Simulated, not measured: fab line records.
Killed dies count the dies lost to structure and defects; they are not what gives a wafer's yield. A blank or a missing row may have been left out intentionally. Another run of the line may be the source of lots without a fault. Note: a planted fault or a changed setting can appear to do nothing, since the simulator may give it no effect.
Matching of chambers + flow gf180mcu + 4 sister chambers for GF_SAB_ETCH_11 on rie-diel-04
The step etches SiO2 in C4F8/O2/Ar, target depth 55 nm, time 8.5 s. 16 wafers are shown with their chamber, then 8 later ones without.

== WAFERS PAIRED WITH THEIR CHAMBERS ==
| wafer  | chamber | oes-product-au (a.u.) |
|--------|---------|-----------------------|
| L074.1 | 0       | 0.993                 |
| L074.5 | 1       | 0.991                 |
| L074.6 | 0       | 0.997                 |
| L075.2 | 3       | 1.002                 |
| L075.4 | 2       | 0.992                 |
| L075.6 | 3       | 0.989                 |
| L080.4 | 1       | 1.001                 |
| L080.5 | 1       | 0.995                 |
| L080.6 | 2       | 0.986                 |
| L082.4 | 0       | 1.008                 |
| L082.5 | 0       | 0.993                 |
| L082.6 | 3       | 1.009                 |
| L087.3 | 1       | 0.992                 |
| L087.4 | 0       | 0.998                 |
| L087.5 | 0       | 0.992                 |
| L092.1 | 0       | 0.998                 |

SIGNATURES (averages over the wafers above)
| reading        | chamber 0 | chamber 1 | chamber 2 | chamber 3 | scatter within a chamber |
|----------------|-----------|-----------|-----------|-----------|--------------------------|
| oes-product-au | 0.99700   | 0.99475   | 0.98900   | 1.00000   | 0.00622                  |
Rule: a wafer's distance from a chamber is the root of the sum, over the readings, of the square of ((its reading less the chamber's mean) divided by the reading's scatter). If the next closest chamber is less than 2 further off than the closest, the wafer can't be placed; otherwise it belongs to the closest. The scatter: the root of (the sum of the squares of (reading less its chamber's mean) over the shown wafers, divided by (wafers less chambers)).

== WAFERS WITH NO CHAMBER GIVEN ==
| wafer  | oes-product-au (a.u.) |
|--------|-----------------------|
| L092.4 | 0.987                 |
| L092.6 | 0.990                 |
| L096.3 | 0.987                 |
| L096.4 | 0.988                 |
| L096.6 | 0.985                 |
| L097.3 | 0.984                 |
| L097.4 | 0.979                 |
| L097.5 | 1.005                 |

== CHAMBER TAKEN BY EACH ==
| wafer  | from the rows above               | in truth |
|--------|-----------------------------------|----------|
| L092.4 | can't be placed: 2 or 1 or 0 or 3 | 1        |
| L092.6 | can't be placed: 2 or 1 or 0 or 3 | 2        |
| L096.3 | can't be placed: 2 or 1 or 0 or 3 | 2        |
| L096.4 | can't be placed: 2 or 1 or 0 or 3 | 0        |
| L096.6 | can't be placed: 2 or 1 or 0 or 3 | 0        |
| L097.3 | can't be placed: 2 or 1 or 0 or 3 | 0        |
| L097.4 | can't be placed: 2 or 1 or 0 or 3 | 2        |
| L097.5 | can't be placed: 3 or 0 or 1 or 2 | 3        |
Correct placement for 0 of the 8. Unplaceable from these rows: 8, with the true chamber sitting among the candidates in 8. Placed wrongly: 0.
